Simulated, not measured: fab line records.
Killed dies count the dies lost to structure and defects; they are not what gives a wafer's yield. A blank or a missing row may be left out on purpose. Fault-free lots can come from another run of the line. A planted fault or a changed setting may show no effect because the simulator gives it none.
Struck lot and sound lot, side by side	flow gf180mcu	14 steps out of a route of 602
Sound: these wafers, L470.1, L470.5, L470.6. Struck: wafer L472.4. (L472.3, L472.5 of the same lot were not struck and are left out.) The cause comes at the end.
Each step with rows lists, per side, the tool, then ch with its chambers, then its first start. Under that, the readings that differ: sound wafers	struck wafers	difference of the means	sigmas: that difference in standard deviations of wafers without a fault.
alike: a reading whose means differ by less than 2 such deviations, as well as words and numbers matching on both sides. not compared: withheld readings; readings where some wafer has no value; bounds like >300 that might hide an equal value; numbers whose values overlap and for which the record gives no deviation.
A row with sigmas, a row that says differs or no value, or rows on one side alone: a step with any of these is where the two part. When numbers do not overlap yet have no deviation, they are printed without sigmas and do not part them. A reading that every wafer of one side lacks parts them only if that side has two wafers or more.

first, 3 steps without rows for these wafers: GF_V4_EXPOSE_11 (exposes mask Via4, target cd 260 nm); GF_V4_PEB_12 (peb time 90 s); GF_V4_DEVELOP_13 (develop time 60 s).
GF_V4_CD_MEAS_14 targets a cd of 260 nm.
  sound on cdSem-01 at day 27 22:56; struck on cdSem-02 at day 28 21:50
  alike: cdNm
GF_V4_OVL_MEAS_15:
  sound on overlay-01 at day 27 23:04; struck on overlay-02 at day 28 21:55
  alike: V4_OVL
GF_V4_ETCH_16: etches BARC in N2/H2.
  sound on rieDiel-01 ch 1,2,3, day 27 23:05; struck on rieDiel-01 ch 2, day 28 21:56
  alike: chamberPressureMTorr, drypumpMotorCurrentA, oesProductAu, rfFwdPowerW, throttleValvePct
GF_V4_ETCH_17: etches SiO2 in C4F8/O2/Ar, stops on TiN, target depth 630 nm.
  sound on rieDiel-01 ch 1,2,3; struck on rieDiel-01 ch 2
  alike: chamberPressureMTorr, oesProductAu, rfFwdPowerW
GF_V4_STRIP_18: strips in O2/N2.
  sound on plasmaAsher-03 ch 0,1, day 27 23:13; struck on plasmaAsher-01 ch 1, day 28 22:07
reading	sound	struck	difference	sigmas
drypumpMotorCurrentA (A)	5.9 6.5 6.0	4.9	-1.2	-2
heaterPowerW (W)	444 331 454	292	-118	-2
  alike: chamberPressureMTorr, oesProductAu
  not compared: rfHoursCounterH
then, 2 steps without rows for these wafers: GF_V4_STRIP_19 (strips in post etch residue remover, time 1200 s); GF_V4_CLEAN_20 (cleans in DIW).
GF_V4_SPUTTER_21: material Ti, target thk 15 nm, time 80.02 s.
  sound on pvdSputter-01 at day 28 00:10; struck on pvdSputter-01 at day 28 22:37
  alike: throttleValvePct
GF_V4_SPUTTER_22: material TiN, target thk 10 nm, time 40 s.
  sound on pvdSputter-01 at day 28 00:14; struck on pvdSputter-01 at day 28 22:40
  alike: throttleValvePct
GF_V4_CVD_23: deposits W, target thk 350 nm, time 104.9 s.
  sound on cvdW-02 ch 0,1, day 28 00:16; struck on cvdW-02 ch 1, day 28 22:44
reading	sound	struck	difference	sigmas
model.W_of_V4_CVD_23.thkNm (nm)	346 348.8 344.4	342.7	-3.7	
  alike: heaterPowerW
GF_V4_RS_MEAS_24: measurement is done with a four-point probe.
  sound on filmMetro-04 at day 28 00:23; struck on filmMetro-04 at day 28 22:52
  alike: V4_W_RS

## WHERE THEY PART
GF_V4_STRIP_18 only, going by this record. Later steps at which nothing parts them and some readings are alike: GF_V4_SPUTTER_21, GF_V4_SPUTTER_22, GF_V4_CVD_23, GF_V4_RS_MEAS_24.

WHY: the cause the simulator had injected
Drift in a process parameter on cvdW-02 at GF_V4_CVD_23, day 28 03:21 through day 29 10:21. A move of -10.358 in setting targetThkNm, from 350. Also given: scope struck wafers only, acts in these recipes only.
